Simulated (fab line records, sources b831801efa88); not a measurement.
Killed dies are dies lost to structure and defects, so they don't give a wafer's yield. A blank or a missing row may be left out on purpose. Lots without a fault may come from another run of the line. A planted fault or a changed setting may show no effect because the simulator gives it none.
Problem report in the 8D (eight disciplines) form, filled by code | flow sky130 | the parts of the form that need people (team, actions taken, sign-off) are left out

1. THE PROBLEM
VIA2_HDPCVD_THK at SKY_VIA2_THK_MEAS_01 reads a mean of 1279 nm on 1 wafer of 1 lot; wafers without a fault read 1180 nm with a standard deviation of 12. That is +8.2 standard deviations from the usual mean.
First seen on wafer L280.6, day 40 08:18, on film_metro-04. The record holds 33 wafers of 11 lots with a number at this step. Rule for "out", or "out of limits": more than 4 standard deviations from the usual mean. The other wafers with a number count as sound.

2. WHAT IT IS AND WHAT IT IS NOT
question                    | is                | is not
which readings at this step | VIA2_HDPCVD_THK   | -
which lots                  | L280              | L264, L265, L266, L267, L268, L271, L272, L283, L285, L287
which wafers of those lots  | L280.6            | L280.3, L280.5
read on which gauges        | film_metro-04     | film_metro-01, film_metro-02
when                        | from day 40 08:18 | up to then (23 sound wafers); but 9 sound wafers of L283, L285, L287 came after

3. SUSPECTS, AND WHAT RULES EACH OUT
Counting: a tool at a process step up to the reading stays a suspect if it ran every lot that is out. Sound lots after the first of them don't rule it out here, since some wafers of a struck lot are sound.
- the gauge at SKY_VIA2_THK_MEAS_01: ruled out. All the wafers that are out were read on film_metro-04, but those of them that SKY_VIA2_HDPCVD_00 has rows for are out there too, on other tools.
- pvd_sputter-01 at SKY_METAL2_SPUTTER_04 (material TiN, target thk 70 nm, time 58.3 s): kept. It ran the lot that is out, L280 (day 39 06:00); its last sound lot up to then is L265 (day 34 16:47).
- hdpcvd-02 at SKY_VIA2_HDPCVD_00 (deposits SiO2, target thk 1180 nm, time 196.7 s): kept. It ran the lot that is out, L280 (day 40 08:09); its last sound lot up to then is L268 (day 36 13:20). Its own readings are out on those wafers: run_length_s.
- Within hdpcvd-02 at SKY_VIA2_HDPCVD_00: the wafers that are out ran in chamber 1; their sound lot-mates ran in chamber 0.
Left after counting: pvd_sputter-01 at SKY_METAL2_SPUTTER_04, hdpcvd-02 at SKY_VIA2_HDPCVD_00.

4. THE CAUSE (what the simulator had put in)
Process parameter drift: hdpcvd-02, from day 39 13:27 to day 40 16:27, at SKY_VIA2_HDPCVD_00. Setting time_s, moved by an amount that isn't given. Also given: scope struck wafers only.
Counting left 2 suspects, and this tool is among them.

5. THE CHAIN OF EFFECTS, in route order
Each row: a reading whose mean over the struck wafers that have a number lies more than 3 standard deviations from the usual. Only readings for which the record gives a usual standard deviation are gone through. hours: the time from each lot's start at the first step in this table that gives one to its start at this step, as a median over the lots. sigmas: the change in usual standard deviations.
hours | step                 | reading         | usual   | on struck wafers | change | sigmas
0     | SKY_VIA2_HDPCVD_00   | run_length_s    | 224.7 s | 244.9            | +20.2  | +59
0     | SKY_VIA2_THK_MEAS_01 | VIA2_HDPCVD_THK | 1180 nm | 1279             | +99    | +8.2
The process steps in it:
- SKY_VIA2_HDPCVD_00: deposits SiO2, target thk 1180 nm, time 196.7 s.

6. WHAT WOULD HAVE CAUGHT IT SOONER
In this record the first reading out of limits at a measuring or inspecting step was taken at day 40 08:18, 19 hours after the fault began at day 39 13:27.
The tool's own readings at SKY_VIA2_HDPCVD_00 were out on every struck wafer that the step has a row for (run_length_s): an alarm limit on them would have fired on the first of those.
All the lots that are out (1) had begun SKY_VIA2_HDPCVD_00 on hdpcvd-02 by day 40 08:18. A hold on the tool at that time would have spared none of them.
